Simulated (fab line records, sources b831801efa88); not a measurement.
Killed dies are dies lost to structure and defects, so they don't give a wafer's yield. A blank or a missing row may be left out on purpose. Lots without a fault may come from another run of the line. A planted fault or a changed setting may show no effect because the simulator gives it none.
Chamber matching | flow gf180mcu | GF_V2_ETCH_16 on rie_diel-04: 4 sister chambers
The step etches BARC in N2/H2. 4 wafers are shown with their chamber, then 7 later ones without.

WAFERS WITH THEIR CHAMBER
wafer  | chamber | n2_flow_sccm (sccm)
L783.3 | 2       | 100.46
L785.5 | 3       | 99.76
L785.6 | 0       | 100.39
L786.5 | 1       | 100.09

WAFERS WITHOUT THEIR CHAMBER
wafer  | n2_flow_sccm (sccm)
L786.6 | 99.91
L787.1 | 100.38
L787.2 | 100.13
L787.4 | 99.13
L796.2 | 100.21
L796.5 | 100.36
L796.6 | 100.49

WHICH CHAMBER EACH WENT THROUGH
wafer  | from the rows above               | in truth
L786.6 | can't be placed: 3 or 1 or 0 or 2 | 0
L787.1 | can't be placed: 0 or 2 or 1      | 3
L787.2 | can't be placed: 1 or 0 or 2 or 3 | 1
L787.4 | can't be placed: 3 or 1           | 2
L796.2 | can't be placed: 1 or 0 or 2 or 3 | 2
L796.5 | can't be placed: 0 or 2 or 1      | 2
L796.6 | can't be placed: 2 or 0 or 1      | 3
Placed correctly: 0 of 7. Can't be placed from these rows: 7 (the true chamber is among the candidates in 4). Placed wrongly: 0.
How it was worked out, from the rows above alone: a wafer's distance from a chamber is the root of the sum, over the readings, of the square of ((its reading less the chamber's mean) divided by the reading's scatter). The wafer belongs to the nearest chamber; if the next one is less than 2 further off, it can't be placed. A chamber's mean is the mean of its shown wafers. The scatter: with one shown wafer a chamber, the root of the mean of the squares of how far each hidden wafer lies from its nearest shown one.
